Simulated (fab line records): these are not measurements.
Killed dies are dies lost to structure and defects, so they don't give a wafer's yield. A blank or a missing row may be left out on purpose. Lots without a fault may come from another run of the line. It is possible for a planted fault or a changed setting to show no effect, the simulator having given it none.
One fault through the eyes of 2 desks || flow gf180mcu || each desk holds nothing but its own numbers, with what lay behind them at the end

== TOOL OWNER'S DESK, cmp-02 ==
The tool's own readings at GF_V4_CMP_04 (polishes SiO2): means of the sampled wafers that have a number, for each lot that ran on this tool. If a lot's mean is further than 4 standard deviations from the usual mean, the lot is out of limits and carries the mark OUT (the distance appears in the brackets).
Columns: A = motor current A at GF_V4_CMP_04, usual 12.3 A; B = time to endpoint s at GF_V4_CMP_04, usual 80 s
{"lot": "L801", "first seen here": "day 24 23:58", "A": 13.0, "B": 80}
{"lot": "L804", "first seen here": "day 25 13:55", "A": 11.8, "B": 81}
{"lot": "L810", "first seen here": "day 28 02:59", "A": 13.4, "B": 82}
{"lot": "L813", "first seen here": "day 28 20:35", "A": 12.9, "B": 75}
{"lot": "L818", "first seen here": "day 29 18:44", "A": 12.8, "B": 78}
{"lot": "L820", "first seen here": "day 30 05:50", "A": 11.6, "B": 83}
This desk's finding: nothing out of limits on any of the 6 lots.

== METROLOGY DESK ==
What the gauges read, lot by lot, whatever tool the lot ran on: means of the sampled wafers that have a number. If a lot's mean is further than 4 standard deviations from the usual mean, the lot is out of limits and carries the mark OUT (the distance appears in the brackets).
Columns: A = cd nm at GF_M4_CD_MEAS_14, usual 280.0 nm; B = MIM_ALCU_THK at GF_MIM_THK_MEAS_11, usual 199.7 nm
{"lot": "L798", "first seen here": "day 23 14:43", "A": 278.1, "B": 198.9}
{"lot": "L799", "first seen here": "day 24 01:37", "A": 278.7, "B": 200.4}
{"lot": "L802", "first seen here": "day 24 17:14", "A": 279.9, "B": 199.4}
{"lot": "L801", "first seen here": "day 24 22:37", "A": 281.0, "B": 200.4}
{"lot": "L804", "first seen here": "day 25 12:50", "A": 280.7, "B": 197.8}
{"lot": "L806", "first seen here": "day 26 08:30", "A": 280.7, "B": 198.2}
{"lot": "L808", "first seen here": "day 27 01:25", "A": 280.5, "B": 203.4}
{"lot": "L810", "first seen here": "day 28 01:47", "A": 280.3, "B": 197.8}
{"lot": "L813", "first seen here": "day 28 19:19", "A": 278.3, "B": 199.0}
{"lot": "L817", "first seen here": "day 29 12:38", "A": 280.6, "B": 198.7}
{"lot": "L818", "first seen here": "day 29 17:38", "A": 279.5, "B": 202.6}
{"lot": "L820", "first seen here": "day 30 04:42", "A": 279.5, "B": 201.9}
This desk's finding: nothing out of limits on any of the 12 lots.

== BROUGHT TOGETHER ==
The desk of the tool owner found nothing out of limits.
The metrology desk saw nothing out of limits.

== WHAT THE SIMULATOR HAD PUT IN ==
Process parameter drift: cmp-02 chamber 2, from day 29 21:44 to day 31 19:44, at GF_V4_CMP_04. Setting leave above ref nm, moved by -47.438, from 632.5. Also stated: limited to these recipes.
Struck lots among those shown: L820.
